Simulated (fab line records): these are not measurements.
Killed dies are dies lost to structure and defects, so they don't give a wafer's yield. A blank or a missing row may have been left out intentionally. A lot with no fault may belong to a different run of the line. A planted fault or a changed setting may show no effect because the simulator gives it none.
Which tool did it? -- flow gf180mcu -- Sampling: 14 lots, 42 wafers, 4 of 602 route steps

== WHAT THE GAUGES READ, wafer by wafer ==
GF_V3_BOW_MEAS_05. Usual: for V3_BOW the level is 115 um and the standard deviation is 8.
lot,measured,on,V3_BOW (um),flag
L756,day 21 09:58,film metro-02,107 106 120,
L757,day 21 17:23,film metro-03,117 120 116,
L758,day 22 01:23,film metro-02,119 113 99,
L759,day 22 13:20,film metro-03,116 119 108,
L760,day 22 20:01,film metro-03,126 124 115,
L761,day 23 08:32,film metro-03,118 102 112,
L762,day 23 17:31,film metro-02,112 131 110,
L764,day 24 08:36,film metro-03,117 126 131,
L766,day 25 00:40,film metro-01,110 107 113,
L769,day 26 02:02,film metro-02,126 113 130,
L773,day 27 02:34,film metro-03,111 123 117,
L775,day 27 18:04,film metro-03,105 116 104,
L778,day 28 14:24,film metro-01,124 122 113,
L779,day 29 02:45,film metro-03,132 115 113,

GF_V3_CD_MEAS_14: target cd 260 nm. Usual: cd nm 260.1 nm, standard deviation 1.1.
lot,measured,on,cd nm (nm),flag
L756,day 22 10:01,cd sem-01,261.2 260.3 262.1,
L757,day 22 17:31,cd sem-02,259.1 258.6 258.8,
L758,day 23 01:11,cd sem-01,261.0 259.5 260.3,
L759,day 23 12:21,cd sem-02,259.3 259.7 260.6,
L760,day 23 18:38,cd sem-01,259.5 259.7 259.8,
L761,day 24 06:36,cd sem-02,259.9 259.3 259.4,
L762,day 24 15:20,cd sem-02,260.6 260.4 259.7,
L764,day 25 06:26,cd sem-02,260.8 261.3 260.9,
L766,day 25 22:05,cd sem-02,259.9 259.9 260.2,
L769,day 26 23:00,cd sem-02,261.1 261.2 261.7,
L773,day 27 22:20,cd sem-02,260.4 260.6 260.6,
L775,day 28 13:53,cd sem-01,259.8 260.6 261.7,
L778,day 29 09:38,cd sem-01,261.1 261.1 261.6,
L779,day 29 21:47,cd sem-02,262.0 261.4 261.7,

GF_M4_THK_MEAS_06: measures by xrf. Usual: for M4_ALCU_THK the level is 470 nm and the standard deviation is 5.6.
lot,measured,on,M4_ALCU_THK (nm),flag
L756,day 22 11:52,film metro-04,474 480 476,
L757,day 22 19:21,film metro-04,462 460 461,
L758,day 23 03:02,film metro-04,472 472 472,
L759,day 23 14:11,film metro-02,474 471 476,
L760,day 23 20:29,film metro-03,459 461 462,
L761,day 24 08:26,film metro-04,470 468 472,
L762,day 24 17:13,film metro-04,464 468 462,
L764,day 25 08:19,film metro-03,467 471 472,
L766,day 25 23:56,film metro-03,470 463 464,
L769,day 27 00:50,film metro-04,478 475 480,
L773,day 28 00:11,film metro-04,475 473 472,
L775,day 28 15:46,film metro-04,472 467 474,
L778,day 29 11:37,film metro-02,467 467 462,
L779,day 29 23:44,film metro-04,465 465 468,

== EACH LOT AND THE TOOL THAT RAN IT (in order: tool; ch and the chambers of the sampled wafers; start) ==
lot,GF_M4_SPUTTER_03
L756,"pvd sputter-01, day 22 11:40"
L757,"pvd sputter-04, day 22 19:09"
L758,"pvd sputter-02, day 23 02:52"
L759,"pvd sputter-02, day 23 14:00"
L760,"pvd sputter-04, day 23 20:19"
L761,"pvd sputter-02, day 24 08:15"
L762,"pvd sputter-04, day 24 17:02"
L764,"pvd sputter-01, day 25 08:08"
L766,"pvd sputter-04, day 25 23:46"
L769,"pvd sputter-01, day 27 00:39"
L773,"pvd sputter-04, day 28 00:00"
L775,"pvd sputter-04, day 28 15:35"
L778,"pvd sputter-02, day 29 11:26"
L779,"pvd sputter-02, day 29 23:33"
- GF_M4_SPUTTER_03: material Ti, target thk 10 nm, time 6.7 s.

== WHAT THE TOOLS THEMSELVES READ (means of the sampled wafers that have a number; where no wafer has one, the mark that the record gives instead) ==
GF_M4_SPUTTER_03. Usual: cathode dc power W 3000.0 W, standard deviation 0.57; throttle valve pct 29.8 %, standard deviation 0.93.
lot,tool,cathode dc power W (W),throttle valve pct (%),flag
L756,pvd sputter-01,2999.9,29.2,
L757,pvd sputter-04,3000.0,30.8,
L758,pvd sputter-02,3000.2,29.9,
L759,pvd sputter-02,3000.4,28.8,
L760,pvd sputter-04,2999.4,30.6,
L761,pvd sputter-02,2999.8,28.9,
L762,pvd sputter-04,3000.2,30.7,
L764,pvd sputter-01,3000.2,29.4,
L766,pvd sputter-04,2999.5,30.8,
L769,pvd sputter-01,3000.2,29.0,
L773,pvd sputter-04,2721.1,30.1,OFF
L775,pvd sputter-04,2721.6,30.5,OFF
L778,pvd sputter-02,2999.8,29.1,
L779,pvd sputter-02,3000.0,30.4,

== THE ANSWER, worked out from the rows above alone ==
Rule: a lot is off if the mean of its wafers that have a number lies more than 3 standard deviations from the usual mean. A lot without any number at a reading at which 4 lots or more have one is off too. The other lots that the step has rows for count as sound. The gauges are gone through in route order, then the tools' own readings, and for those a lot's mean is taken as printed above. The first step at which some lot is off is used, and at that step the reading that is off furthest; a lot without a number counts as furthest.
Off at GF_M4_SPUTTER_03 (cathode dc power W): L773, L775.
A tool fits if, at that step or a process step before it, it ran every lot that is off, and no sound lot after the first of them. One candidate fits, namely pvd sputter-04 at GF_M4_SPUTTER_03. A fault onset in the window from L766 (day 25 23:46, its last sound lot) to L773 (day 28 00:00, its first lot off) fits.
The tool's own readings at GF_M4_SPUTTER_03 bear it out: on the lots that are off they differ by more than 5 times the standard deviation of the sound lots' means. cathode dc power W reads 2721.3 W there against 3000.0 W on the sound lots.

== WHAT THE SIMULATOR HAD PUT IN ==
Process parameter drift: pvd sputter-04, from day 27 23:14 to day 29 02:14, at GF_M4_SPUTTER_03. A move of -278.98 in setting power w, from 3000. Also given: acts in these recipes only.
Struck lots among those shown: L773, L775. The rule given above showed the same thing.
